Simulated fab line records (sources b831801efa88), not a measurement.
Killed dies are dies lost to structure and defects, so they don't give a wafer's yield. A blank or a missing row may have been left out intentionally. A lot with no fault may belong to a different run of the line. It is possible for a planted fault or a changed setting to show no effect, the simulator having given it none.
8D (eight disciplines) problem report, filled in by code || flow sky130 || the parts of the form that need people (team, actions taken, sign-off) are left out

1. THE ISSUE
Mean POLY_GATE_TW at SKY_RES_PROTECT_TW_MEAS_08: 3747 over 6 wafers in 2 lots; fault-free wafers: 4086, standard deviation 34. Measured from the usual mean, that is -10 standard deviations.
First seen on wafer L964.3, day 20 19:50, on filmMetro-03. The record holds 30 wafers of 10 lots with a number at this step. By rule, "out" or "out of limits" means more than 4 standard deviations away from the usual mean. All remaining wafers that have a number are taken as sound.

2. WHAT THIS IS AND IS NOT
{"question": "which readings at this step", "is": "POLY_GATE_TW", "is not": "-"}
{"question": "which lots", "is": "L964, L965", "is not": "L948, L949, L953, L955, L960, L963, L966, L971"}
{"question": "which wafers of those lots", "is": "all that have a number", "is not": "-"}
{"question": "read on which gauges", "is": "filmMetro-02, filmMetro-03", "is not": "filmMetro-04"}
{"question": "when", "is": "from day 20 19:50", "is not": "up to then (18 sound wafers); but 6 sound wafers of L966, L971 came after"}

3. SUSPECTS, AND WHAT RULES EACH OUT
Counting: a tool at any process step up to the reading remains a suspect when it ran all the lots that are out and ran no sound lot after the first of those.
- the gauge at SKY_RES_PROTECT_TW_MEAS_08 has been ruled out. 2 gauges (filmMetro-02, filmMetro-03) read the wafers that are out.
- implanter-03 at SKY_POLY_GATE_IMPLANT_02: kept. It processed each lot that is out, first L964 at day 20 19:37, and no sound lot thereafter; up to then, the last sound lot it processed was L960 at day 19 07:26. Out on those wafers are its own readings of beamOnS, doseIonsCm2.
- plasmaAsher-04 at SKY_RES_PROTECT_STRIP_07 (strips in O2/N2): ruled out as a lasting fault. The sound lots L966, L971 went through it after L964, its earliest lot that is out (day 20 19:46).
Remaining after the count: implanter-03 at SKY_POLY_GATE_IMPLANT_02.

4. THE CAUSE (what the simulator had put in)
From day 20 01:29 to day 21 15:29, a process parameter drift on implanter-03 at SKY_POLY_GATE_IMPLANT_02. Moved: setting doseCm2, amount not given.
This tool alone remained once counting was done.

5. SEQUENCE OF EFFECTS, ordered by route
Each row: a reading where the mean over the struck wafers with a number is more than 3 standard deviations away from the usual. Readings are gone through only where the record gives a usual standard deviation; hours: the median, over the lots, of the time from a lot's start at the first step in this table giving one to that lot's start at this step; sigmas: the change measured in usual standard deviations.
{"hours": 0, "step": "SKY_POLY_GATE_IMPLANT_02", "reading": "beamOnS", "usual": "35.7 s", "on struck wafers": 15.9, "change": -19.8, "sigmas": -12}
{"hours": 0, "step": "SKY_POLY_GATE_IMPLANT_02", "reading": "doseIonsCm2", "usual": 7.702e+15, "on struck wafers": 3.203e+15, "change": -4.499e+15, "sigmas": "-99 or more"}
{"hours": 0, "step": "SKY_POLY_GATE_IMPLANT_02", "reading": "endStationPressureTorr", "usual": "1.08e-05 Torr", "on struck wafers": 1.31e-05, "change": "+2.33e-06", "sigmas": "+3.5"}
{"hours": 0, "step": "SKY_RES_PROTECT_STRIP_07", "reading": "oesProductAu", "usual": "0.518 a.u.", "on struck wafers": 0.569, "change": "+0.051", "sigmas": "+11"}
{"hours": 0, "step": "SKY_RES_PROTECT_STRIP_07", "reading": "stripTimeToEndpointS", "usual": "23.31 s", "on struck wafers": 19.81, "change": -3.50, "sigmas": -85}
{"hours": 0, "step": "SKY_RES_PROTECT_TW_MEAS_08", "reading": "POLY_GATE_TW", "usual": 4086, "on struck wafers": 3747, "change": -339, "sigmas": -10}
Here are the process steps it includes:
- SKY_POLY_GATE_IMPLANT_02
- SKY_RES_PROTECT_STRIP_07: strips in O2/N2.

6. WHAT WOULD HAVE CAUGHT IT SOONER
18 hours passed between the start of the fault at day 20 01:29 and the first reading out of limits at a measuring or inspecting step in this record, taken at day 20 19:50.
At SKY_POLY_GATE_IMPLANT_02, the tool's own readings (beamOnS, doseIonsCm2) were out on each struck wafer the step has a row for, so an alarm limit on them would have fired on the first such wafer.
L965, from the lots that are out (2), started SKY_POLY_GATE_IMPLANT_02 on implanter-03 later than day 20 19:50. It would have been spared by a hold on the tool at that moment.
